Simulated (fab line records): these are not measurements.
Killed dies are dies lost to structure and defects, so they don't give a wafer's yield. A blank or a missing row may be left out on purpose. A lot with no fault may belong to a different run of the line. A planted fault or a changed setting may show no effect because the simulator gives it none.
Which tool was responsible? | flow sky130 | Sampling: 11 lots, 33 wafers, 5 of 708 route steps

== WHAT EACH GAUGE READ, for each wafer ==
SKY_CONTACT_THK_MEAS_03. Usual: for CONTACT_HDPCVD_THK the level is 565 nm and the standard deviation is 6.1.
lot  | measured     | on            | CONTACT_HDPCVD_THK (nm) | flag
L708 | day 30 23:29 | film metro-02 | 566 564 571             |
L709 | day 31 03:17 | film metro-02 | 572 553 554             |
L713 | day 32 09:26 | film metro-03 | 575 574 569             |
L714 | day 33 00:55 | film metro-04 | 549 560 553             |
L715 | day 33 07:31 | film metro-03 | 566 563 563             |
L716 | day 33 19:29 | film metro-03 | 564 556 567             |
L717 | day 33 19:50 | film metro-04 | 559 569 559             |
L723 | day 35 17:55 | film metro-02 | 567 558 567             |
L726 | day 36 13:10 | film metro-04 | 576 565 563             |
L730 | day 38 05:07 | film metro-03 | 561 557 553             |
L729 | day 38 08:50 | film metro-03 | 566 559 561             |

SKY_METAL1_THK_MEAS_06: measures by xrf. Usual: for METAL1_ALCU_THK the level is 249 nm and the standard deviation is 3.8.
lot  | measured     | on            | METAL1_ALCU_THK (nm) | flag
L708 | day 32 04:27 | film metro-01 | 253 241 245          |
L709 | day 32 09:09 | film metro-03 | 250 248 248          |
L713 | day 33 15:04 | film metro-04 | 289 290 289          | OFF
L714 | day 34 06:23 | film metro-03 | 288 286 283          | OFF
L715 | day 34 12:02 | film metro-03 | 285 285 288          | OFF
L716 | day 34 23:43 | film metro-03 | 257 256 255          |
L717 | day 34 23:49 | film metro-01 | 247 250 250          |
L723 | day 36 21:37 | film metro-04 | 252 248 254          |
L726 | day 37 16:39 | film metro-04 | 256 252 254          |
L730 | day 39 09:11 | film metro-04 | 254 250 250          |
L729 | day 39 11:38 | film metro-04 | 253 251 249          |

== WHICH TOOL RAN EACH LOT (tool, then ch and the chambers of the sampled wafers, then the start) ==
lot  | SKY_METAL1_SPUTTER_01        | SKY_METAL1_SPUTTER_03        | SKY_METAL1_SPUTTER_04
L708 | pvd sputter-03, day 32 04:13 | pvd sputter-03, day 32 04:16 | pvd sputter-03, day 32 04:17
L709 | pvd sputter-01, day 32 08:55 | pvd sputter-01, day 32 08:58 | pvd sputter-01, day 32 08:59
L713 | pvd sputter-01, day 33 14:48 | pvd sputter-01, day 33 14:51 | pvd sputter-01, day 33 14:52
L714 | pvd sputter-03, day 34 06:08 | pvd sputter-03, day 34 06:11 | pvd sputter-03, day 34 06:13
L715 | pvd sputter-01, day 34 11:48 | pvd sputter-01, day 34 11:51 | pvd sputter-01, day 34 11:52
L716 | pvd sputter-01, day 34 23:27 | pvd sputter-01, day 34 23:30 | pvd sputter-01, day 34 23:31
L717 | pvd sputter-04, day 34 23:34 | pvd sputter-04, day 34 23:37 | pvd sputter-04, day 34 23:38
L723 | pvd sputter-03, day 36 21:21 | pvd sputter-03, day 36 21:24 | pvd sputter-03, day 36 21:25
L726 | pvd sputter-01, day 37 16:25 | pvd sputter-01, day 37 16:28 | pvd sputter-01, day 37 16:29
L730 | pvd sputter-01, day 39 08:53 | pvd sputter-01, day 39 08:56 | pvd sputter-01, day 39 08:58
L729 | pvd sputter-03, day 39 11:24 | pvd sputter-03, day 39 11:27 | pvd sputter-03, day 39 11:28
- SKY_METAL1_SPUTTER_01: material TiN, target thk 20 nm, time 16.7 s.
- SKY_METAL1_SPUTTER_03: material Ti, target thk 5 nm, time 3.3 s.
- SKY_METAL1_SPUTTER_04: material TiN, target thk 70 nm, time 58.3 s.

== AS READ BY THE TOOLS THEMSELVES (means over the sampled wafers that have a number; for cases with no such wafer, the mark the record gives instead) ==
SKY_METAL1_SPUTTER_01. Usual: cathode dc power W 6500.0 W, standard deviation 1.3; chamber pressure pa 0.4001 Pa, standard deviation 0.00078; throttle valve pct 29.4 %, standard deviation 0.97.
lot  | tool           | cathode dc power W (W) | chamber pressure pa (Pa) | throttle valve pct (%) | flag
L708 | pvd sputter-03 | 6499.9                 | 0.4003                   | 29.8                   |
L709 | pvd sputter-01 | 6499.8                 | 0.3998                   | 29.5                   |
L713 | pvd sputter-01 | 6499.4                 | 0.3996                   | 28.9                   |
L714 | pvd sputter-03 | 6500.6                 | 0.3999                   | 29.0                   |
L715 | pvd sputter-01 | 6500.5                 | 0.4003                   | 29.4                   |
L716 | pvd sputter-01 | 6500.2                 | 0.4003                   | 29.1                   |
L717 | pvd sputter-04 | 6500.1                 | 0.4005                   | 29.6                   |
L723 | pvd sputter-03 | 6500.9                 | 0.3997                   | 29.1                   |
L726 | pvd sputter-01 | 6500.4                 | 0.3996                   | 28.1                   |
L730 | pvd sputter-01 | 6500.3                 | 0.4006                   | 28.8                   |
L729 | pvd sputter-03 | 6500.4                 | 0.3997                   | 29.1                   |

SKY_METAL1_SPUTTER_03. Usual: cathode dc power W 3000.0 W, standard deviation 0.5; chamber pressure pa 0.4000 Pa, standard deviation 0.00073; throttle valve pct 29.4 %, standard deviation 0.98.
lot  | tool           | cathode dc power W (W) | chamber pressure pa (Pa) | throttle valve pct (%) | flag
L708 | pvd sputter-03 | 3000.3                 | 0.3996                   | 29.7                   |
L709 | pvd sputter-01 | 2999.9                 | 0.4002                   | 29.6                   |
L713 | pvd sputter-01 | 2999.7                 | 0.4000                   | 28.9                   |
L714 | pvd sputter-03 | 3000.0                 | 0.3997                   | 29.1                   |
L715 | pvd sputter-01 | 2999.4                 | 0.3999                   | 29.6                   |
L716 | pvd sputter-01 | 3000.0                 | 0.3998                   | 29.1                   |
L717 | pvd sputter-04 | 2999.5                 | 0.3999                   | 29.7                   |
L723 | pvd sputter-03 | 3000.1                 | 0.3991                   | 28.9                   |
L726 | pvd sputter-01 | 3000.1                 | 0.4005                   | 28.2                   |
L730 | pvd sputter-01 | 3000.1                 | 0.4001                   | 29.0                   |
L729 | pvd sputter-03 | 2999.4                 | 0.3993                   | 28.7                   |

SKY_METAL1_SPUTTER_04. Usual: cathode dc power W 6500.1 W, standard deviation 1.1; chamber pressure pa 0.4000 Pa, standard deviation 0.0008; throttle valve pct 29.4 %, standard deviation 0.96.
lot  | tool           | cathode dc power W (W) | chamber pressure pa (Pa) | throttle valve pct (%) | flag
L708 | pvd sputter-03 | 6499.7                 | 0.4000                   | 29.5                   |
L709 | pvd sputter-01 | 6500.2                 | 0.4009                   | 29.8                   |
L713 | pvd sputter-01 | -                      | -                        | -                      | OFF
L714 | pvd sputter-03 | -                      | -                        | -                      | OFF
L715 | pvd sputter-01 | -                      | -                        | -                      | OFF
L716 | pvd sputter-01 | 6499.8                 | 0.3996                   | 29.1                   |
L717 | pvd sputter-04 | 6499.4                 | 0.4005                   | 29.7                   |
L723 | pvd sputter-03 | 6499.3                 | 0.4005                   | 29.1                   |
L726 | pvd sputter-01 | 6499.6                 | 0.3995                   | 28.0                   |
L730 | pvd sputter-01 | 6500.5                 | 0.4000                   | 28.8                   |
L729 | pvd sputter-03 | 6500.4                 | 0.4012                   | 28.9                   |

== THE ANSWER, worked out from the rows above alone ==
Rule: a lot is off if the mean of its wafers that have a number lies more than 3 standard deviations from the usual mean. A lot without any number at a reading at which 4 lots or more have one is off too. All remaining lots with rows at the step are treated as sound. Order of review: gauges by route order, followed by the tools' own readings, for which a lot's mean as printed above is used. At the first step where some lot is off, the reading lying furthest off is the one used; lots without a number count as furthest.
Off: L713, L714, L715, at SKY_METAL1_THK_MEAS_06 (METAL1_ALCU_THK).
If a tool, at a process step before that reading, ran all the lots that are off and no sound lot after the first of them, it fits. The gauges at SKY_METAL1_THK_MEAS_06 aren't tried: what is off there is off at SKY_METAL1_SPUTTER_04 too, on other tools, and a gauge's error can't cause that. Not one of the candidates tried fits.

== WHAT THE SIMULATOR HAD INSERTED ==
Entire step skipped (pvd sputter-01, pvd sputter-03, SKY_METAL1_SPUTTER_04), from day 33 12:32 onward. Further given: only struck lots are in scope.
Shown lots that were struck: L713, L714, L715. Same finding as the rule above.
